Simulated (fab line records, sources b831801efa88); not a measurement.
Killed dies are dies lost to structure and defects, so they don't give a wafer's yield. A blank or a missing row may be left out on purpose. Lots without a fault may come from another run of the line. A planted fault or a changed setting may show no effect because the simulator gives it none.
Split-lot experiment | flow sky130 | 5 lots, 23 wafers read, on a route of 708 steps

THE SPLIT
At SKY_LI_CONTACT_CVD_21 (deposits W, target thk 400 nm, time 120.56 s), the setting pressure_torr was moved away from the recipe's 40 Torr on 15 of the 23 wafers read, by -9.2% to +6.6%. The other wafers ran this setting at the recipe's value.

The reading is taken at the split's own step.

THE READING
W_of_LI_CONTACT_CVD_21.thk_nm (the simulator's own value, which no gauge read), in nm, at SKY_LI_CONTACT_CVD_21 (deposits W, target thk 400 nm, time 120.56 s). The file gives no usual value for it. The 8 wafers here that ran the recipe average 398.5 nm, standard deviation 5 nm.

wafer  | tool, chamber at the split | pressure_torr as run, Torr | against the recipe | W_of_LI_CONTACT_CVD_21.thk_nm, nm | against lot-mates on the recipe
L077.1 | cvd_w-02, 1                | 42.64                      | +6.6%              | 404.5                             | no lot-mate on the recipe
L077.2 | cvd_w-02, 0                | 42.64                      | +6.6%              | 424.1                             | no lot-mate on the recipe
L077.3 | cvd_w-02, 0                | 42.64                      | +6.6%              | 418.2                             | no lot-mate on the recipe
L077.4 | cvd_w-02, 1                | 42.64                      | +6.6%              | 405                               | no lot-mate on the recipe
L077.5 | cvd_w-02, 1                | 42.64                      | +6.6%              | 402.9                             | no lot-mate on the recipe
L079.1 | cvd_w-02, 0                | 40                         | recipe             | 400.1                             | -
L079.2 | cvd_w-02, 1                | 40                         | recipe             | 392.4                             | -
L079.3 | cvd_w-02, 1                | 40                         | recipe             | 394.8                             | -
L079.4 | cvd_w-02, 0                | 40                         | recipe             | 406.5                             | -
L079.5 | cvd_w-02, 0                | 40                         | recipe             | 406.3                             | -
L080.2 | cvd_w-02, 0                | 37.14                      | -7.2%              | 392.4                             | no lot-mate on the recipe
L080.3 | cvd_w-02, 0                | 37.14                      | -7.2%              | 392.1                             | no lot-mate on the recipe
L080.4 | cvd_w-02, 1                | 37.14                      | -7.2%              | 380.2                             | no lot-mate on the recipe
L080.5 | cvd_w-02, 1                | 37.14                      | -7.2%              | 377.3                             | no lot-mate on the recipe
L080.6 | cvd_w-02, 0                | 37.14                      | -7.2%              | 390.9                             | no lot-mate on the recipe
L083.1 | cvd_w-01, 0                | 36.31                      | -9.2%              | 386.2                             | no lot-mate on the recipe
L083.3 | cvd_w-01, 0                | 36.31                      | -9.2%              | 383.6                             | no lot-mate on the recipe
L083.4 | cvd_w-01, 1                | 36.31                      | -9.2%              | 372.5                             | no lot-mate on the recipe
L083.5 | cvd_w-01, 0                | 36.31                      | -9.2%              | 378.4                             | no lot-mate on the recipe
L083.6 | cvd_w-01, 1                | 36.31                      | -9.2%              | 378                               | no lot-mate on the recipe
L085.1 | cvd_w-01, 1                | 40                         | recipe             | 394.5                             | -
L085.2 | cvd_w-01, 0                | 40                         | recipe             | 395.6                             | -
L085.4 | cvd_w-01, 0                | 40                         | recipe             | 397.5                             | -

THE FIT
A straight line over all 23 wafers: W_of_LI_CONTACT_CVD_21.thk_nm changes by +1.9 nm for each +1% of pressure_torr; r = +0.87; the points scatter about the line by 6.6 nm.
Too few moved wafers have a lot-mate on the recipe to fit a line with each lot's own level taken away.

THE FILE'S OWN FIT
W_of_LI_CONTACT_CVD_21.thk_nm changes by +1.9 nm for each +1% of pressure_torr, r = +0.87.
